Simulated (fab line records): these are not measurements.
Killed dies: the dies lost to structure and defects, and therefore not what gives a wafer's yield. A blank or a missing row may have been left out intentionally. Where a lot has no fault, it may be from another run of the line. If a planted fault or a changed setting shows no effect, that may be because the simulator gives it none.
Problem report, 8D (eight disciplines) form, completed by code | flow sky130 | the parts of the form that need people (team, actions taken, sign-off) are left out

1. THE ISSUE
Wafers without a fault read 0.4001 Pa, standard deviation 0.00072; chamber pressure pa at SKY_METAL2_SPUTTER_04 reads a mean of 0.4819 Pa on 6 wafers belonging to 2 lots. That is +99 or more standard deviations from the usual mean.
The step: material TiN, target thk 70 nm, time 58.3 s.
Seen first at day 36 22:28 on pvd sputter-01, wafer L407.1. At this step, 36 wafers from 12 lots have a number in the record. By rule, "out" or "out of limits" means more than 4 standard deviations away from the usual mean. Any other wafer with a number is counted as sound.

2. WHAT IT IS; WHAT IT IS NOT
question                    | is                     | is not
which readings at this step | chamber pressure pa    | -
which lots                  | L407, L408             | L398, L401, L402, L403, L409, L416, L417, L419, L420, L421
which wafers of those lots  | all that have a number | -
read on which tools         | pvd sputter-01         | pvd sputter-02, pvd sputter-03
when                        | from day 36 22:28      | up to then (12 sound wafers); but 18 sound wafers of L409, L416, L417, L419, L420, L421 came after

3. SUSPECTS, AND WHAT RULES EACH OUT
Counting: a tool stays on the suspect list if, at a process step up to the reading, it processed all lots that are out and no sound lot following the first of them.
- pvd sputter-01 at SKY_METAL2_SPUTTER_03 (material Ti, target thk 5 nm, time 3.3 s): kept. It ran every lot that is out, first L407 (day 36 22:26), and no sound lot after that; its last sound lot up to then is L403 (day 35 17:22).
- pvd sputter-01 at SKY_METAL2_SPUTTER_04 (material TiN, target thk 70 nm, time 58.3 s): kept. It ran every lot that is out, first L407 (day 36 22:28), and no sound lot after that; its last sound lot up to then is L403 (day 35 17:23). Its own chamber pressure pa readings are out on those wafers.
Remaining after the count are pvd sputter-01 at SKY_METAL2_SPUTTER_03 and pvd sputter-01 at SKY_METAL2_SPUTTER_04.

4. THE CAUSE (what the simulator had put in)
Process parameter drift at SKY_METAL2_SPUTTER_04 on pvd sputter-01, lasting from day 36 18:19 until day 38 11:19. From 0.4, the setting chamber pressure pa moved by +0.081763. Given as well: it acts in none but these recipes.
Counting left 2 suspects, and this tool is among them.

5. THE EFFECT CHAIN, in route order
Each row: a reading whose mean over the struck wafers that have a number lies more than 3 standard deviations from the usual. Readings are gone through only where the record gives a usual standard deviation; hours: the median, over the lots, of the time from a lot's start at the first step in this table giving one to that lot's start at this step; sigmas: the change measured in usual standard deviations.
hours | step                  | reading             | usual     | on struck wafers | change  | sigmas
0     | SKY_METAL2_SPUTTER_04 | chamber pressure pa | 0.4001 Pa | 0.4819           | +0.0818 | +99 or more
Its process steps:
- SKY_METAL2_SPUTTER_04: material TiN, target thk 70 nm, time 58.3 s.

6. WHAT WOULD HAVE CAUGHT IT SOONER
First out-of-limits reading in this record: day 36 22:28, which is 4 hours after fault onset at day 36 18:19.
